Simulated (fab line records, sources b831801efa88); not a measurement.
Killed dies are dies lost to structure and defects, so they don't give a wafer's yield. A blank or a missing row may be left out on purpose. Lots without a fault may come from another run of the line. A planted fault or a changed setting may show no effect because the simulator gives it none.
Which tool did it? | flow gf180mcu | 14 lots, 42 wafers sampled, at 1 step of a route of 602

WHAT THE GAUGES READ, wafer by wafer
GF_V4_RS_MEAS_24: measures by four-point-probe.
lot  | measured     | on            | V4_W_RS (ohm/sq)
L722 | day 24 05:00 | film_metro-01 | 0.334 0.330 0.330
L723 | day 24 09:16 | film_metro-01 | 0.333 0.332 0.335
L724 | day 24 22:26 | film_metro-01 | 0.332 0.330 0.332
L725 | day 25 04:25 | film_metro-04 | 0.336 0.330 0.331
L726 | day 25 22:05 | film_metro-04 | 0.324 0.319 0.322
L727 | day 26 00:19 | film_metro-01 | 0.325 0.327 0.324
L728 | day 26 08:47 | film_metro-02 | 0.329 0.329 0.328
L729 | day 26 20:13 | film_metro-02 | 0.325 0.326 0.326
L735 | day 29 00:10 | film_metro-04 | 0.327 0.326 0.330
L737 | day 29 03:44 | film_metro-02 | 0.334 0.328 0.332
L736 | day 29 10:01 | film_metro-02 | 0.332 0.330 0.328
L741 | day 30 16:41 | film_metro-01 | 0.334 0.327 0.328
L744 | day 31 03:41 | film_metro-01 | 0.329 0.328 0.329
L745 | day 31 10:08 | film_metro-01 | 0.324 0.324 0.326

WHICH TOOL RAN EACH LOT (tool, then ch and the chambers of the sampled wafers, then the start)
The record holds no process step before these readings.

WHAT THE TOOLS THEMSELVES READ (means of the sampled wafers that have a number; where no wafer has one, the mark that the record gives instead)
The record holds no such reading with a usual standard deviation.

THE ANSWER, worked out from the rows above alone
Rule: what is usual is taken from the lots themselves. Put in order of their means at a reading, lots are off if they are a third of the lots or fewer, leave a main group of 4 or more, and stand apart from it by a gap of 3 or more times the standard deviation of the main group's means; of several such gaps the widest counts. A main group whose means are all the same, to the digits that the tables above print for the reading, isn't used. A lot without any number at a reading at which 4 lots or more have one is off too. The other lots that the step has rows for count as sound. The gauges are gone through in route order, then the tools' own readings, and for those a lot's mean is taken as printed above. The first step at which some lot is off is used, and at that step the reading that is off furthest; a lot without a number counts as furthest.
No lot is off at any reading shown: from this, nothing can be told.

WHAT THE SIMULATOR HAD PUT IN
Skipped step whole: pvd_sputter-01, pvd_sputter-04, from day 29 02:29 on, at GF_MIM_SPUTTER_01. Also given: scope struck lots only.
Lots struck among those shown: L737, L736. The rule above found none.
